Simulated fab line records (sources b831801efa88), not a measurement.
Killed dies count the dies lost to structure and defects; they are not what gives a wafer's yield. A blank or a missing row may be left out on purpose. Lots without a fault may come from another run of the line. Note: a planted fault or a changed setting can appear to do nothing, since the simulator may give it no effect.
Problem report, 8D (eight disciplines) form, completed by code / flow sky130 / the parts of the form that need people (team, actions taken, sign-off) are left out

== 1. PROBLEM STATEMENT ==
Wafers without a fault read 100.01 C, standard deviation 0.14; plate_temp_C at SKY_POLY_GATE_SOFTBAKE_09 reads a mean of 98.11 C on 6 wafers belonging to 2 lots. That is -14 standard deviations from the usual mean.
The step: time 90 s.
First seen on wafer L696.2, day 19 07:00, on litho_track-02. The record holds 39 wafers of 13 lots with a number at this step. The rule behind "out" and "out of limits": a value lying over 4 standard deviations away from the usual mean. Any other wafer with a number is counted as sound.

== 2. WHAT THIS IS AND IS NOT ==
question=which readings at this step | is=plate_temp_C, heater_power_total_W | is not=chill_plate_temp_C, exhaust_pa
question=which lots | is=L696, L697 | is not=L686, L687, L698, L700, L701, L704, L705, L706, L707, L708, L709
question=which wafers of those lots | is=all that have a number | is not=-
question=read on which tools | is=litho_track-02 | is not=litho_track-01, litho_track-03
question=when | is=from day 19 07:00 | is not=up to then (6 sound wafers); but 27 sound wafers of L698, L700, L701, L704, L705, L706, L707, L708, L709 came after

== 3. THE SUSPECTS, EACH WITH WHAT RULES IT OUT ==
Counting: a tool stays on the suspect list if, at a process step up to the reading, it processed all lots that are out and no sound lot following the first of them.
- litho_track-02 at SKY_POLY_GATE_SOFTBAKE_09 (time 90 s): kept. Every lot that is out went through it, starting with L696 (day 19 07:00), and after that it ran no sound lot; the last sound lot it ran before then is L686 (day 15 20:00). Its own heater_power_total_W, plate_temp_C readings are out on those wafers.
After counting, what remains is litho_track-02 at SKY_POLY_GATE_SOFTBAKE_09.

== 4. THE CAUSE (what the simulator had put in) ==
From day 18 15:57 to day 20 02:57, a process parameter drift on litho_track-02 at SKY_POLY_GATE_SOFTBAKE_09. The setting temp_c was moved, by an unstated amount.
This tool alone remained once counting was done.

== 5. THE CHAIN OF EFFECTS, in route order ==
One row per reading whose mean, taken over the struck wafers that have a number, lies over 3 standard deviations from the usual. Only readings for which the record gives a usual standard deviation are gone through. hours: the time from each lot's start at the first step in this table that gives one to its start at this step, as a median over the lots. sigmas: the change in usual standard deviations.
hours=0; step=SKY_POLY_GATE_SOFTBAKE_09; reading=heater_power_total_W; usual=57.34 W; on struck wafers=55.76; change=-1.58; sigmas=-13
hours=0; step=SKY_POLY_GATE_SOFTBAKE_09; reading=plate_temp_C; usual=100.01 C; on struck wafers=98.11; change=-1.90; sigmas=-14
Its process steps:
- SKY_POLY_GATE_SOFTBAKE_09: time 90 s.

== 6. HOW IT WOULD HAVE BEEN CAUGHT EARLIER ==
15 hours passed between the start of the fault at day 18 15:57 and the first reading out of limits in this record, taken at day 19 07:00.
